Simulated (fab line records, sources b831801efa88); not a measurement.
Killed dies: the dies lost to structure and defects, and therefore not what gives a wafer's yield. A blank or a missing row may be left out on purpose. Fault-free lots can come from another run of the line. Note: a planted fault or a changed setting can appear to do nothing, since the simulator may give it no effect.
Which of the tools did it? ; flow sky130 ; 6 lots, 18 wafers sampled, at 2 steps of a route of 708

WHAT THE GAUGES SHOWED, per wafer
SKY_VIA3_BOW_MEAS_03.
lot;measured;on;VIA3_BOW (um)
L960;day 38 22:49;film_metro-03;79 87 84
L963;day 40 02:16;film_metro-04;86 74 77
L966;day 40 15:41;film_metro-03;82 79 82
L968;day 41 02:23;film_metro-04;84 86 94
L977;day 43 23:02;film_metro-04;86 92 73
L982;day 45 01:47;film_metro-02;76 88 84

TOOL THAT RAN EACH LOT (tool first, then ch and the chambers of the sampled wafers, then the start)
lot;SKY_METAL3_STRIP_19
L960;plasma_asher-02 ch 0,1, day 38 21:40
L963;plasma_asher-01 ch 0,1, day 40 01:08
L966;plasma_asher-01 ch 0,1, day 40 14:30
L968;plasma_asher-01 ch 0,1, day 41 00:51
L977;plasma_asher-02 ch 0,1, day 43 21:51
L982;plasma_asher-03 ch 0,1, day 45 00:39
- SKY_METAL3_STRIP_19: strips in O2/N2.

THE ANSWER, worked out from the rows above alone
Rule: what is usual is taken from the lots themselves. The widest of any qualifying gaps counts: lots, ordered by their means at a reading, are off when they make up no more than a third of the lots, leave a main group of 4 or more, and stand apart from it by 3 or more times the standard deviation of that group's means. A main group is skipped when, at the precision printed for the reading in the tables above, its means are all equal. A lot without any number at a reading at which 4 lots or more have one is off too. The other lots that the step has rows for count as sound.
No lot is off at any reading shown: from this, nothing can be told.

WHAT HAD BEEN PUT IN BY THE SIMULATOR
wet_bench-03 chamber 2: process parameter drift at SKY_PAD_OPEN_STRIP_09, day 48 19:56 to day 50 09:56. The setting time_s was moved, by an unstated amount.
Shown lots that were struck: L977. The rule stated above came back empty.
